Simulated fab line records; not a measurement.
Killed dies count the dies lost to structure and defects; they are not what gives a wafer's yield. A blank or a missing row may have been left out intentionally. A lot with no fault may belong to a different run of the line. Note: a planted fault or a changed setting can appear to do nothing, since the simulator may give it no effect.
Lot-split experiment -- flow sfqLine -- 23 wafers read across 5 lots, on a route 325 steps long

== THE SPLIT ITSELF ==
At SFQ_TRILAYER_M1_DEP_SPUTTER_037 (material Nb, target thk 200 nm, time 133.3 s), the setting timeS was moved away from the recipe's 133.3 s on 6 of the 23 wafers read, by -14.6% to +12.6%. All remaining wafers had this setting at the recipe value.

The file shows no step between the split and the reading.

== THE READING ==
M1_NB_RS (ohm/sq), read at SFQ_M1_RS_MEAS_909 with a four-point probe. Typical for fault-free wafers on this fab line: 0.887 ohm/sq, with standard deviation 0.0082 ohm/sq.

wafer,"tool, chamber at the split","timeS as run, s",against the recipe,"M1_NB_RS, ohm/sq",against lot-mates on the recipe
L074.2,"pvdSputter-04, -",133.3,recipe,0.884,-
L074.4,"pvdSputter-04, -",133.3,recipe,0.892,-
L074.5,"pvdSputter-04, -",133.3,recipe,0.888,-
L076.2,"pvdSputter-04, -",150.1,+12.6%,0.787,-0.101
L076.3,"pvdSputter-04, -",133.3,recipe,0.891,-
L076.4,"pvdSputter-04, -",133.3,recipe,0.893,-
L076.5,"pvdSputter-04, -",133.3,recipe,0.880,-
L076.6,"pvdSputter-04, -",150.1,+12.6%,0.791,-0.097
L078.1,"pvdSputter-03, -",133.3,recipe,0.889,-
L078.2,"pvdSputter-03, -",133.3,recipe,0.894,-
L078.3,"pvdSputter-03, -",133.3,recipe,0.890,-
L078.4,"pvdSputter-03, -",133.3,recipe,0.898,-
L078.5,"pvdSputter-03, -",133.3,recipe,0.892,-
L080.2,"pvdSputter-06, -",113.9,-14.6%,1.046,+0.169
L080.3,"pvdSputter-06, -",133.3,recipe,0.877,-
L080.4,"pvdSputter-06, -",133.3,recipe,0.876,-
L080.5,"pvdSputter-06, -",133.3,recipe,0.878,-
L080.6,"pvdSputter-06, -",113.9,-14.6%,1.034,+0.157
L083.1,"pvdSputter-06, -",133.3,recipe,0.880,-
L083.3,"pvdSputter-06, -",144,+8.0%,0.816,-0.069
L083.4,"pvdSputter-06, -",133.3,recipe,0.898,-
L083.5,"pvdSputter-06, -",144,+8.0%,0.830,-0.055
L083.6,"pvdSputter-06, -",133.3,recipe,0.877,-

FIT RESULTS
A straight line over all 23 wafers: M1_NB_RS changes by -0.00919 ohm/sq for each +1% of timeS; r = -0.98; the points scatter about the line by 0.01 ohm/sq.
The same after taking each lot's own level away (the mean of its wafers on the recipe; 23 wafers): -0.00954 ohm/sq for each +1%; r = -0.98; scatter 0.011 ohm/sq.
Per that fit: largest timeS move, reading shift of 0.14 ohm/sq.
Measured against the standard deviation above, the lots' own levels, which go from 0.8770 to 0.8926 ohm/sq, span 1.9 times it.
Consequently the slope shifts little with the lot-to-lot level, the two slopes agreeing.
Check: for one of the wafers moved furthest among these (-14.6%), held out of the fit, the line's prediction against its lot-mates is +0.133 ohm/sq. It came out at +0.169 ohm/sq against them.

== THESE WAFERS: OTHER SPLITS ==
Note: prior to the reading, these wafers also went through further splits. Each is held against what the fit with the lots' levels taken away leaves over:
other split on the same wafers,wafers away from the commonest value,r with M1_NB_RS (lot level and that fit taken away)
SFQ_TRILAYER_INCOMING_OXIDATION_002 oxTimeS,18,+0.30
SFQ_TRILAYER_L0_LITHO_COAT_005 spinRpm,8,+0.18
SFQ_TRILAYER_L0_VIA_LITHO_COAT_018 resistThkNm,11,+0.08
SFQ_TRILAYER_L0_VIA_LITHO_COAT_013 resistThkNm,8,+0.05
SFQ_TRILAYER_M0_LITHO_COAT_026 resistThkNm,5,+0.12
SFQ_TRILAYER_M0_ETCH_METAL_ETCH_024 icpW,8,-0.13
SFQ_TRILAYER_I0_VIA_LITHO_COAT_031 resistThkNm,9,+0.18

== THE WHOLE CHAIN: every reading that the file lists as answering this split, in the file's order ==
step,what it does,reading,change (the file's fit),r (the file's)
SFQ_TRILAYER_M1_DEP_SPUTTER_037,"material Nb, target thk 200 nm, time 133.3 s","Nb_of_TRILAYER_M1_DEP_SPUTTER_037.thkNm (the simulator's own value, which no gauge read)",+2.04 nm for each +1% of the setting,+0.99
SFQ_M1_RS_MEAS_909,measures by four-point-probe,M1_NB_RS,-0.00946 for each +1% of the setting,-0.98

== THE FILE'S OWN FIT ==
M1_NB_RS changes by -0.00946 ohm/sq for each +1% of timeS, r = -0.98.
